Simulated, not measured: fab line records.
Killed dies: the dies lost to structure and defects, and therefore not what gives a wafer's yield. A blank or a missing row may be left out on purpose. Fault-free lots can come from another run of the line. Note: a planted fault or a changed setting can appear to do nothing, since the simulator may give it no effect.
Which tool is to blame? ; flow gf180mcu ; 6 lots with 18 wafers sampled at 3 steps, on a route of 602 steps

## WHAT EACH GAUGE READ, for each wafer
GF_HV_LDD_CD_MEAS_19: target cd 400 nm.
lot;measured;on;cd-nm (nm)
L671;day 11 14:52;cd-sem-01;399.6 399.9 401.5
L674;day 12 08:59;cd-sem-02;396.9 398.6 398.8
L677;day 13 05:40;cd-sem-01;403.5 401.4 402.0
L679;day 14 03:53;cd-sem-02;400.5 398.0 397.4
L684;day 15 20:49;cd-sem-01;363.6 364.1 361.5
L691;day 17 21:02;cd-sem-01;396.7 396.9 397.2

## TOOL THAT RAN EACH LOT (tool first, then ch and the chambers of the sampled wafers, then the start)
lot;GF_VT_IMPLANT_RTA_45;GF_HV_LDD_EXPOSE_16
L671;rtp-anneal-02 ch 0, day 8 02:47;iline-stepper-01 ch 0, day 11 04:53
L674;rtp-anneal-02 ch 0, day 8 23:28;iline-stepper-01 ch 0, day 11 23:35
L677;rtp-anneal-02 ch 0, day 9 20:09;iline-stepper-01 ch 0, day 12 19:38
L679;rtp-anneal-01 ch 0, day 10 12:17;iline-stepper-01 ch 0, day 13 17:59
L684;rtp-anneal-02 ch 0, day 12 00:50;iline-stepper-01 ch 0, day 15 10:06
L691;rtp-anneal-01 ch 0, day 13 21:34;iline-stepper-02 ch 0, day 17 09:26
- GF_VT_IMPLANT_RTA_45: time 30 s.
- GF_HV_LDD_EXPOSE_16: exposes mask Pplus LV AREA, target cd 400 nm.

## THE ANSWER, worked out from the rows above alone
Rule: what is usual is taken from the lots themselves. The widest of any qualifying gaps counts: lots, ordered by their means at a reading, are off when they make up no more than a third of the lots, leave a main group of 4 or more, and stand apart from it by 3 or more times the standard deviation of that group's means. Not used: any main group whose means are identical at the precision the tables above print for the reading. Also off: a lot with no number at a reading for which 4 or more lots have one. Any other lot the step has rows for is counted as sound.
Off: L684, at GF_HV_LDD_CD_MEAS_19 (cd-nm). The main group: mean 399.3 nm, standard deviation 1.9.
If a tool, at a process step before that reading, ran all the lots that are off and no sound lot after the first of them, it fits. Gauges at GF_HV_LDD_CD_MEAS_19: tried the same way as those tools. 2 tools fit, rtp-anneal-02 at GF_VT_IMPLANT_RTA_45 and iline-stepper-01 at GF_HV_LDD_EXPOSE_16, so this cannot tell which one it is.

## WHAT THE SIMULATOR PUT IN
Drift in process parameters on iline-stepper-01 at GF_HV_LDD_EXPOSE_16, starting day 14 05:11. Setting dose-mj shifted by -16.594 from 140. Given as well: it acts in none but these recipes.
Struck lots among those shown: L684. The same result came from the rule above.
